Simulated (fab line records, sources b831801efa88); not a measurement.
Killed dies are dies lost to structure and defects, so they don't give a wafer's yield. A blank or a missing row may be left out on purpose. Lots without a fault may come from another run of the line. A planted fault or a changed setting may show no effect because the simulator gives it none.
A struck lot beside a sound one | flow sky130 | 23 steps out of a route of 708
Sound: wafers L190.2, L190.3, L190.6. Struck: wafer L198.2. (L198.3, L198.6 of the same lot were not struck and are left out.) The cause comes at the end.
At each step with rows: each side's tool, then ch and its chambers, then its first start. Under that, the readings that differ: sound wafers | struck wafers | difference of the means | sigmas: that difference in standard deviations of wafers without a fault.
alike: readings whose means differ by less than 2 such deviations, and words and numbers that are the same on both sides. not compared: withheld readings, readings that some wafer has no value for, bounds like >300 that may hide the same value, and numbers for which the record gives no deviation and whose values overlap.
The two part at a step that has a row with sigmas, a row that says differs or no value, or rows on one side only. Numbers that don't overlap but have no deviation are shown without sigmas and don't part them. A reading that every wafer of one side lacks parts them only if that side has two wafers or more.

first, 6 steps without rows for these wafers: SKY_PWDE_HMDS_01 (prime time 60 s); SKY_PWDE_COAT_02 (resist thk 3000 nm); SKY_PWDE_SOFTBAKE_03; SKY_PWDE_EXPOSE_04 (exposes mask PWDEM, target cd 840 nm); SKY_PWDE_PEB_05; SKY_PWDE_DEVELOP_06 (develop time 60 s).
SKY_PWDE_OVL_MEAS_07:
  sound on overlay-02, day 6 14:17; struck on overlay-02, day 8 15:17
  reading       | sound         | struck | difference | sigmas
  PWDE_OVL (nm) | -2.6 0.3 -1.9 | 2.9    | +4.3       | +3
then, 1 step without rows for these wafers: SKY_PWDE_IMPLANT_08.
SKY_PWDE_STRIP_09: strips in O2/N2.
  sound on plasma_asher-04 ch 0,1, day 6 14:28; struck on plasma_asher-02 ch 1, day 8 15:28
  reading                     | sound       | struck | difference | sigmas
  drypump_motor_current_A (A) | 5.9 5.6 5.9 | 5.1    | -0.7       | -2
  alike: oes_product_au, strip_time_to_endpoint_s
  not compared: rf_hours_counter_h
SKY_PWDE_TW_MEAS_10:
  sound on film_metro-01, day 6 14:34; struck on film_metro-01, day 8 15:34
  alike: PWDE_TW
then, 2 steps without rows for these wafers: SKY_NWELL_DEHYDRATE_03 (time 60 s); SKY_NWELL_HMDS_04 (prime time 60 s).
SKY_NWELL_COAT_05: resist thk 3000 nm.
  sound on litho_track-01 ch 0, day 7 00:14; struck on litho_track-01 ch 0, day 9 01:20
  reading                                 | sound          | struck | difference | sigmas
  model.coat_of_NWELL_COAT_05.thk_nm (nm) | 2996 2983 3001 | 1062   | -1931      |
then, 3 steps without rows for these wafers: SKY_NWELL_SOFTBAKE_06; SKY_NWELL_EXPOSE_07 (exposes mask NWM, target cd 840 nm); SKY_NWELL_PEB_08.
SKY_NWELL_DEVELOP_09: develop time 60 s.
  sound on litho_track-02 ch 0; struck on litho_track-01 ch 0
  reading                                 | sound          | struck | difference | sigmas
  model.coat_of_NWELL_COAT_05.thk_nm (nm) | 2992 2979 2996 | 1057   | -1932      |
  alike: developer_temp_C
SKY_NWELL_OVL_MEAS_10:
  sound on overlay-02, day 7 09:57; struck on overlay-01, day 9 12:55
  alike: NWELL_00_OVL
then, 3 steps without rows for these wafers: SKY_NWELL_IMPLANT_11; SKY_NWELL_IMPLANT_12; SKY_NWELL_IMPLANT_13.
SKY_NWELL_STRIP_14: strips in O2/N2.
  sound on plasma_asher-01 ch 0, day 7 10:26; struck on plasma_asher-04 ch 0, day 9 13:24
  reading                      | sound             | struck | difference | sigmas
  strip_time_to_endpoint_s (s) | 36.86 36.73 36.91 | 14.17  | -22.66     | -99 or more
  alike: drypump_motor_current_A, oes_product_au
  not compared: rf_hours_counter_h
SKY_NWELL_TW_MEAS_15:
  sound on film_metro-03, day 7 10:32; struck on film_metro-03, day 9 13:31
  alike: NWELL_TW

WHERE THEY PART
First at SKY_PWDE_OVL_MEAS_07; last, within this record, at SKY_NWELL_STRIP_14. Later steps at which nothing parts them and some readings are alike: SKY_NWELL_TW_MEAS_15.

WHY: what the simulator had put in
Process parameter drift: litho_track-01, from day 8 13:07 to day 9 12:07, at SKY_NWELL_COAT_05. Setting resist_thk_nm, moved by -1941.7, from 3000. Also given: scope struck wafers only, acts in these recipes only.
